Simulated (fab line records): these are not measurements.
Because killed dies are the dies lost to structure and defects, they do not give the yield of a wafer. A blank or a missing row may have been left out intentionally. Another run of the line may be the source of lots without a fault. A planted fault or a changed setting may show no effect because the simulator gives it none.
fab line records | flow gf180mcu
record: lots: 11 wafers: 33 last_day: 34
route steps=602 shown MVPSD@139 HV_LDD@207 CONTACT@311 M1@319
lots that met no fault: taken from a fault-free run of the same line
start_h: start of the lot's first displayed wafer, in hours after the record's first day | wait_h: time in hours since the lot's previous step | " the same as in the row above | L1.1+2: a row that stands for several wafers | - value missing, or start not given | * or withheld: withheld | < > ~ a bound
route shown NAME@n: a module of which the file shows steps, and the number in the route of the first | usual: mean/standard deviation taken from wafers without a fault | same: alike in all rows | chamber/n: place in a boat | sites: each site's reading | _std_site: their standard deviation | _edge_site: the outer-site mean with the inner-site mean subtracted | radius_mm: for every site, how far away it sits from the centre of the wafer | mask NAME#n: copy n | behind: the most recent tool/chamber to have shaped the wafer | hold: the reason the lot was held/the length of the hold in hours/how it ended | device: which transistor (n, p or np) failed to switch | end of line: the route-end tests of the same wafers | a step without rows: its recipe alone | killed: count of dies lost to structure and defects at first sort (not the wafer's yield) | map: the dies of a wafer, with x for killed, . for not killed, _ for no die there
set.NAME: setting as actually run; set.NAME@STEP: the setting as run at that earlier step | model.NAME: the simulator's own value behind a step, which no gauge read
one table for each step of the route and one row for each wafer, over a sample of lots
services: when a tool's chamber went out of use (start_h, in hours from the record's first day, below 0 if earlier), for how many hours, and the reason
== steps ==
step: GF_VT_IMPLANT_RS_MEAS_49
recipe: thk_meas_gauge: four-point-probe
usual: MVPSD_RS: 1169/3.3
columns lot.wafer tool chamber start_h wait_h MVPSD_RS[ohm/sq]
L716.1 film_metro-04 - 182.29 0.1 1172
L716.3 " - " " 1174
L716.6 " - " " 1168
L718.2 film_metro-03 - 187.83 0.1 1172
L718.4 " - " " 1176
L718.5 " - " " 1167
L717.1 film_metro-04 - 190.54 0.1 1171
L717.4 " - " " 1169
L717.6 " - " " 1171
L723.2 film_metro-03 - 226.21 0.1 1172
L723.3 " - " " 1173
L723.4 " - " " 1172
L724.1 film_metro-04 - 231.21 0.1 1167
L724.3 " - " " 1169
L724.6 " - " " 1167
L725.3 film_metro-03 - 237.75 0.1 1169
L725.4 " - " " 1173
L725.5 " - " " 1170
L726.1 film_metro-03 - 245.89 0.1 1165
L726.4 " - " " 1170
L726.5 " - " " 1166
L727.1 film_metro-04 - 250.81 0.1 1170
L727.3 " - " " 1170
L727.6 " - " " 1167
L728.1 film_metro-02 - 260.31 0.1 1163
L728.5 " - " " 1163
L728.6 " - " " 1165
L735.2 film_metro-02 - 304.87 0.1 1162
L735.3 " - " " 1160
L735.4 " - " " 1164
L736.1 film_metro-02 - 312.69 0.1 1164
L736.4 " - " " 1165
L736.5 " - " " 1167
step: GF_HV_LDD_CD_MEAS_31
recipe: target_cd_nm: 400
usual: cd_nm: 399.8/2.6
columns lot.wafer tool chamber start_h wait_h cd_nm
L716.1 cd_sem-01 - 282.75 0.1 401.8
L716.3 " - " " 401.0
L716.6 " - " " 400.2
L718.2 cd_sem-01 - 287.12 0.1 399.9
L718.4 " - " " 399.2
L718.5 " - " " 399.2
L717.1 cd_sem-01 - 291.55 0.1 405.3
L717.4 " - " " 404.3
L717.6 " - " " 406.3
L723.2 cd_sem-01 - 332.52 0.1 395.1
L723.3 " - " " 397.1
L723.4 " - " " 395.8
L724.1 cd_sem-01 - 342.25 0.1 400.2
L724.3 " - " " 398.8
L724.6 " - " " 399.7
L725.3 cd_sem-01 - 347.69 0.1 400.9
L725.4 " - " " 402.3
L725.5 " - " " 403.7
L726.1 cd_sem-02 - 354.50 0.1 400.5
L726.4 " - " " 398.6
L726.5 " - " " 399.9
L727.1 cd_sem-02 - 361.75 0.1 401.1
L727.3 " - " " 397.8
L727.6 " - " " 400.3
L728.1 cd_sem-02 - 374.25 0.1 396.2
L728.5 " - " " 395.3
L728.6 " - " " 395.6
L735.2 cd_sem-02 - 423.76 0.1 401.8
L735.3 " - " " 404.0
L735.4 " - " " 403.1
L736.1 cd_sem-02 - 433.70 0.1 396.2
L736.4 " - " " 395.1
L736.5 " - " " 398.4
step: GF_CONTACT_CVD_24
recipe: material: W target_thk_nm: 300 time_s: 90.339 temp_c: 400 pressure_torr: 40
usual: chamber_pressure_Torr: 40.00/0.095 heater_power_w: 731/81 susceptor_temp_C: 399.98/0.18
same: time_s: 90.339
columns lot.wafer tool chamber start_h wait_h chamber_pressure_Torr heater_power_w susceptor_temp_C
L716.1 cvd_w-02 1 396.76 0.0 39.91 878 399.94
L716.3 " 0 " " 40.10 714 399.92
L716.6 " 1 " " 39.89 884 400.20
L718.2 cvd_w-02 0 401.66 0.0 39.97 711 399.81
L718.4 " 1 " " 40.01 851 400.16
L718.5 " 0 " " 40.01 693 400.09
L717.1 cvd_w-01 0 405.76 0.0 40.03 689 399.83
L717.4 " 0 " " 40.01 690 400.18
L717.6 " 1 " " 39.95 666 400.01
L723.2 cvd_w-01 0 455.11 0.0 40.03 677 400.06
L723.3 " 0 " " 40.01 694 400.38
L723.4 " 1 " " 40.02 654 400.32
L724.1 cvd_w-01 1 466.66 0.0 39.98 661 400.19
L724.3 " 0 " " 40.04 684 400.11
L724.6 " 0 " " 40.08 674 400.46
L725.3 cvd_w-01 0 471.95 0.1 40.05 607 380.64
L725.4 " 1 " " 40.03 659 399.98
L725.5 " 1 " " 39.95 653 399.82
L726.1 cvd_w-02 0 479.16 0.0 39.96 695 400.00
L726.4 " 1 " " 40.04 872 400.01
L726.5 " 1 " " 40.00 886 400.08
L727.1 cvd_w-01 0 485.72 0.0 39.94 607 381.16
L727.3 " 1 " " 40.06 660 400.20
L727.6 " 1 " " 40.02 669 400.27
L728.1 cvd_w-02 0 500.30 0.0 39.93 738 400.07
L728.5 " 1 " " 39.97 870 400.08
L728.6 " 0 " " 40.03 712 399.93
L735.2 cvd_w-02 0 550.90 0.0 40.00 730 399.86
L735.3 " 0 " " 39.99 736 400.04
L735.4 " 1 " " 40.02 875 400.16
L736.1 cvd_w-01 0 558.77 0.0 40.05 703 399.94
L736.4 " 1 " " 40.10 665 399.91
L736.5 " 0 " " 40.03 695 399.87
step: GF_CONTACT_RS_MEAS_25
recipe: thk_meas_gauge: four-point-probe reads: W_of_CONTACT_CVD_24+TiN_of_CONTACT_SPUTTER_23+Ti_of_CONTACT_SPUTTER_22
usual: CONTACT_W_RS: 0.387/0.0036
columns lot.wafer tool chamber start_h wait_h hold CONTACT_W_RS[ohm/sq]
L716.1 film_metro-04 - 396.86 0.1 - 0.390
L716.3 " - " " - 0.385
L716.6 " - " " - 0.389
L718.2 film_metro-02 - 401.78 0.1 - 0.385
L718.4 " - " " - 0.382
L718.5 " - " " - 0.380
L717.1 film_metro-02 - 405.86 0.1 - 0.381
L717.4 " - " " - 0.382
L717.6 " - " " - 0.383
L723.2 film_metro-03 - 455.23 0.1 - 0.386
L723.3 " - " " - 0.383
L723.4 " - " " - 0.387
L724.1 film_metro-02 - 466.76 0.1 - 0.388
L724.3 " - " " - 0.386
L724.6 " - " " - 0.386
L725.3 film_metro-04 - 472.06 0.1 await_dispo/0.2h/release 0.554
L725.4 " - " " await_dispo/0.2h/release 0.390
L725.5 " - " " await_dispo/0.2h/release 0.386
L725.3 film_metro-04 - 472.35 0.3 - 0.553
L725.4 " - " " - 0.390
L725.5 " - " " - 0.386
L726.1 film_metro-02 - 479.26 0.1 - 0.385
L726.4 " - " " - 0.394
L726.5 " - " " - 0.389
L727.1 film_metro-03 - 485.82 0.1 await_dispo/0.2h/release 0.548
L727.3 " - " " await_dispo/0.2h/release 0.387
L727.6 " - " " await_dispo/0.2h/release 0.389
L727.1 film_metro-03 - 486.11 0.3 - 0.548
L727.3 " - " " - 0.387
L727.6 " - " " - 0.389
L728.1 film_metro-02 - 500.40 0.1 - 0.390
L728.5 " - " " - 0.398
L728.6 " - " " - 0.392
L735.2 film_metro-02 - 551.02 0.1 - 0.387
L735.3 " - " " - 0.381
L735.4 " - " " - 0.382
L736.1 film_metro-03 - 558.87 0.1 - 0.390
L736.4 " - " " - 0.396
L736.5 " - " " - 0.392
step: GF_CONTACT_THK_MEAS_26
recipe: thk_meas_gauge: xrf reads: W_of_CONTACT_CVD_24
usual: CONTACT_W_THK: 301/3.8
columns lot.wafer tool chamber start_h wait_h hold CONTACT_W_THK[nm]
L716.1 film_metro-04 - 396.98 0.1 - 298
L716.3 " - " " - 303
L716.6 " - " " - 300
L718.2 film_metro-02 - 401.89 0.1 - 299
L718.4 " - " " - 301
L718.5 " - " " - 304
L717.1 film_metro-02 - 405.98 0.1 - 301
L717.4 " - " " - 301
L717.6 " - " " - 302
L723.2 film_metro-03 - 455.34 0.1 - 305
L723.3 " - " " - 310
L723.4 " - " " - 305
L724.1 film_metro-02 - 466.88 0.1 - 299
L724.3 " - " " - 299
L724.6 " - " " - 302
L725.3 film_metro-04 - 476.80 4.4 await_dispo/0.2h/release 211
L725.4 " - " " await_dispo/0.2h/release 302
L725.5 " - " " await_dispo/0.2h/release 302
L725.3 film_metro-04 - 477.03 0.2 - 211
L725.4 " - " " - 298
L725.5 " - " " - 302
L726.1 film_metro-02 - 479.38 0.1 - 300
L726.4 " - " " - 294
L726.5 " - " " - 300
L727.1 film_metro-03 - 487.53 1.4 await_dispo/0.2h/release 215
L727.3 " - " " await_dispo/0.2h/release 303
L727.6 " - " " await_dispo/0.2h/release 301
L727.1 film_metro-03 - 487.80 0.3 - 215
L727.3 " - " " - 303
L727.6 " - " " - 300
L728.1 film_metro-02 - 500.52 0.1 - 297
L728.5 " - " " - 289
L728.6 " - " " - 294
L735.2 film_metro-02 - 551.13 0.1 - 297
L735.3 " - " " - 303
L735.4 " - " " - 302
L736.1 film_metro-03 - 558.99 0.1 - 302
L736.4 " - " " - 297
L736.5 " - " " - 301
step: GF_CONTACT_CMP_27
recipe: stop_on: SiO2 down_force_psi: 3.5 platen_rpm: 60 t_overpolish_s: 15 target_thk_nm: 0 pad_velocity_m_s: 0.94248
usual: motor_current_A: 10.8/1.3 time_to_endpoint_s: 73.1/2.8
columns lot.wafer tool chamber start_h wait_h hold motor_current_A time_to_endpoint_s
L716.1 cmp-02 2 397.09 0.1 - 10.7 74.2
L716.3 " 0 " " - 12.0 75.1
L716.6 " 1 " " - 9.2 72.0
L718.4 cmp-02 2 401.99 0.1 - 11.5 74.0
L718.2 " 0 " " - 12.0 75.1
L718.5 " 1 " " - 9.2 73.3
L717.1 cmp-02 2 406.14 0.1 - 11.2 78.4
L717.4 " 3 " " - 10.9 77.2
L717.6 " 1 " " - 9.0 74.1
L723.2 cmp-02 1 455.39 0.0 - 8.8 70.6
L723.3 " 3 " " - 11.6 74.2
L723.4 " 0 " " - 12.4 71.1
L724.3 cmp-02 2 467.18 0.3 - 10.8 76.8
L724.1 " 1 " " - 8.7 74.4
L724.6 " 3 " " - 11.7 75.0
L726.1 cmp-02 3 480.36 1.0 - 11.2 79.4
L726.4 " 0 " " - 11.8 74.8
L726.5 " 2 " " - 11.1 79.0
L725.3 cmp-01 1 484.19 7.1 await_dispo/2.0h/release 11.6 49.5
L725.4 " 3 " " await_dispo/2.0h/release 8.4 74.4
L725.5 " 1 " " await_dispo/2.0h/release 12.4 72.9
L727.3 cmp-01 0 497.71 9.9 await_dispo/9.8h/release 9.8 68.9
L727.1 " 2 " " await_dispo/9.8h/release 11.2 48.3
L727.6 " 0 " " await_dispo/9.8h/release 9.5 67.6
L728.1 cmp-02 1 500.73 0.2 - 8.3 72.4
L728.6 " 2 " " - 11.5 71.5
L728.5 " 3 " " - 11.3 68.9
L735.3 cmp-01 2 551.23 0.1 - 11.5 73.7
L735.4 " 3 " " - 8.9 72.0
L735.2 " 0 " " - 10.1 70.5
L736.1 cmp-02 2 559.05 0.1 - 11.1 74.2
L736.4 " 1 " " - 8.6 70.2
L736.5 " 2 " " - 10.9 71.3
step: GF_M1_SPUTTER_04
recipe: material: TiN target_thk_nm: 50 power_w: 6500 time_s: 41.7 chamber_pressure_pa: 0.4
usual: throttle_valve_pct: 30.3/0.84
same: time_s: 41.7
columns lot.wafer tool chamber start_h wait_h throttle_valve_pct
L716.1 pvd_sputter-04 - 397.53 0.0 30.2
L716.3 " - " " 29.3
L716.6 " - " " 29.1
L718.2 pvd_sputter-03 - 402.42 0.0 30.9
L718.4 " - " " 30.3
L718.5 " - " " 31.0
L717.1 pvd_sputter-03 - 406.52 0.0 30.2
L717.4 " - " " 30.8
L717.6 " - " " 30.8
L723.2 pvd_sputter-01 - 455.88 0.0 30.1
L723.3 " - " " 30.2
L723.4 " - " " 29.6
L724.1 pvd_sputter-04 - 467.66 0.0 30.8
L724.3 " - " " 32.7
L724.6 " - " " 32.6
L726.1 pvd_sputter-03 - 480.79 0.0 31.2
L726.4 " - " " 29.7
L726.5 " - " " 30.7
L725.3 pvd_sputter-01 - 484.67 0.0 30.9
L725.4 " - " " 30.0
L725.5 " - " " 29.7
L727.1 pvd_sputter-01 - 498.19 0.0 30.0
L727.3 " - " " 29.9
L727.6 " - " " 30.4
L728.1 pvd_sputter-04 - 501.07 0.0 30.2
L728.5 " - " " 29.2
L728.6 " - " " 32.8
L735.2 pvd_sputter-03 - 551.66 0.0 30.7
L735.3 " - " " 31.0
L735.4 " - " " 30.0
L736.1 pvd_sputter-03 - 559.53 0.0 30.1
L736.4 " - " " 31.0
L736.5 " - " " 31.0
== services ==
columns tool chamber start_h hours kind
cmp-01 - 375.71 0.6 repair
pvd_sputter-03 - 385.70 2.7 repair
cvd_w-01 - 390.00 14.0 pm
cvd_w-01 0 390.00 14.0 vent_cycle
cvd_w-01 1 390.00 14.0 vent_cycle
cmp-01 - 401.82 4.1 repair
cmp-01 - 405.89 4.0 pm
pvd_sputter-01 - 409.24 3.5 repair
cmp-02 - 416.38 0.6 repair
pvd_sputter-03 - 424.81 0.9 repair
cvd_w-01 1 437.93 3.5 repair
cmp-02 - 439.16 1.5 repair
cmp-01 - 448.30 20.6 pm
pvd_sputter-04 - 473.70 3.5 repair
pvd_sputter-03 - 481.38 22.1 repair
pvd_sputter-04 - 485.07 4.6 repair
pvd_sputter-01 - 499.38 2.2 repair
cvd_w-01 - 514.27 0.7 repair
pvd_sputter-04 - 541.11 5.5 repair
cmp-01 - 541.67 2.8 pm
cvd_w-02 0 545.17 5.2 repair
pvd_sputter-01 - 549.52 6.7 repair
cmp-02 - 552.92 0.3 repair
cvd_w-01 - 556.29 1.6 repair
== key ==
first_sign: step: GF_CONTACT_CVD_24 reading: susceptor_temp_C direction: down sigmas: 99+ usual: * struck: *
effect: step: GF_CONTACT_RS_MEAS_25 reading: visit direction: added
effect: step: GF_CONTACT_RS_MEAS_25 reading: CONTACT_W_RS direction: up sigmas: 45 usual: 0.387 struck: 0.551
effect: step: GF_CONTACT_THK_MEAS_26 reading: visit direction: added
effect: step: GF_CONTACT_THK_MEAS_26 reading: CONTACT_W_THK direction: down sigmas: 23 usual: 301 struck: 213
effect: step: GF_CONTACT_CMP_27 reading: time_to_endpoint_s direction: down sigmas: 8.5 usual: * struck: *
met_at GF_CONTACT_CVD_24
struck_lots L725,L727
struck_wafers L725.3,L727.1
tester_left_out L725,L727
not_acting_at GF_VT_IMPLANT_RS_MEAS_49,GF_HV_LDD_CD_MEAS_31,GF_M1_SPUTTER_04
onset_between 466.66 471.95
fault: kind: process_parameter_drift tool: cvd_w-01 chamber: 0 onset_h: 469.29 steps: GF_CONTACT_CVD_24 channel: temp_c offset: * shape: step end_h: 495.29 acts_in: * stated: *
tester_left_out: of these lots the tester's yield and bins aren't shown, on N5 and GAA mostly nor the transistor test; their killed dies are dies lost to structure and defects alone, not to doping, threshold or leakage, so they don't give the yield
